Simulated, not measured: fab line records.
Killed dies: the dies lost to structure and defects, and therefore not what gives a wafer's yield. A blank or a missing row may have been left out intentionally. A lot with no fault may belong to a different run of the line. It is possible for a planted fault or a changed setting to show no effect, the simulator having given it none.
Problem report, 8D (eight disciplines) form, completed by code || flow sky130 || the parts of the form that need people (team, actions taken, sign-off) are left out

1. WHAT IS WRONG
RES_XHIGH_RS at SKY_SD_N_RS_MEAS_18 reads a mean of 364.0 ohm/sq on 1 wafer of 1 lot; wafers without a fault read 333.1 ohm/sq with a standard deviation of 1.3. That puts it +24 standard deviations away from the usual mean.
The step: measures by four-point-probe.
Seen first at day 34 10:09 on filmMetro-03, wafer L640.3. The record has a number at this step for 39 wafers belonging to 13 lots. Rule for "out" (also "out of limits"): further than 4 standard deviations from the usual mean. Any other wafer with a number is counted as sound.

2. WHAT IT IS AND WHAT IT IS NOT
{"question": "which readings at this step", "is": "RES_XHIGH_RS", "is not": "-"}
{"question": "which lots", "is": "L640", "is not": "L623, L625, L626, L627, L630, L631, L633, L634, L635, L636, L637, L641"}
{"question": "which wafers of those lots", "is": "L640.3", "is not": "L640.5, L640.6"}
{"question": "read on which gauges", "is": "filmMetro-03", "is not": "filmMetro-02, filmMetro-04"}
{"question": "when", "is": "from day 34 10:09", "is not": "up to then (38 sound wafers)"}

3. THE SUSPECTS, EACH WITH WHAT RULES IT OUT
Counting: a tool at a process step up to the reading stays a suspect if it ran every lot that is out. Sound lots after the first of them don't rule it out here, since some wafers of a struck lot are sound.
- the gauge at SKY_SD_N_RS_MEAS_18: kept. All the wafers that are out were read on filmMetro-03, and no step on other tools shows them out.
- implanter-01 at SKY_RES_XHIGH_IMPLANT_07: kept. L640, the lot that is out, went through it at day 33 05:48; up to then, the latest sound lot through it was L641 at day 33 04:14.
- plasmaAsher-03 at SKY_SD_N_STRIP_11 (strips in O2/N2): kept. L640, the lot that is out, went through it at day 34 09:31; up to then, the latest sound lot through it was L641 at day 34 06:11.
Left after counting: implanter-01 at SKY_RES_XHIGH_IMPLANT_07, plasmaAsher-03 at SKY_SD_N_STRIP_11, filmMetro-03 at SKY_SD_N_RS_MEAS_18.

4. THE CAUSE (what the simulator had put in)
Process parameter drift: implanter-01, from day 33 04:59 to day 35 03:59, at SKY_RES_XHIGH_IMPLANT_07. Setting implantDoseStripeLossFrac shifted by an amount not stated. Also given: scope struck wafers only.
Of the 3 suspects that counting leaves, this tool is one.

5. SEQUENCE OF EFFECTS, ordered by route
Each row: a reading whose mean over the struck wafers that have a number lies more than 3 standard deviations from the usual. Only readings whose record carries a usual standard deviation are examined. hours: median over the lots of the time between each lot's start at the first step of this table that gives one and its start at this step. sigmas: the change, counted in usual standard deviations.
{"hours": 0, "step": "SKY_SD_N_RS_MEAS_18", "reading": "RES_XHIGH_RS", "usual": "333.1 ohm/sq", "on struck wafers": 364.0, "change": "+30.9", "sigmas": "+24"}
At these later measuring or inspecting steps, every struck wafer for which the step has a row has a number for every such reading, and none has moved that far: SKY_LOCAL_INTERCONNECT_CD_MEAS_11.

6. HOW IT WOULD HAVE BEEN CAUGHT EARLIER
In this record the first reading out of limits at a measuring or inspecting step was taken at day 34 10:09, 29 hours after the fault began at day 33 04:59.
Tool readings at SKY_RES_XHIGH_IMPLANT_07 with a usual standard deviation given in the record: none out on any struck wafer, hence no alarm at a limit of 4 standard deviations on them.
By day 34 10:09, every lot that is out (1) had started SKY_RES_XHIGH_IMPLANT_07 on implanter-01. A hold on the tool at that time would have spared none of them.
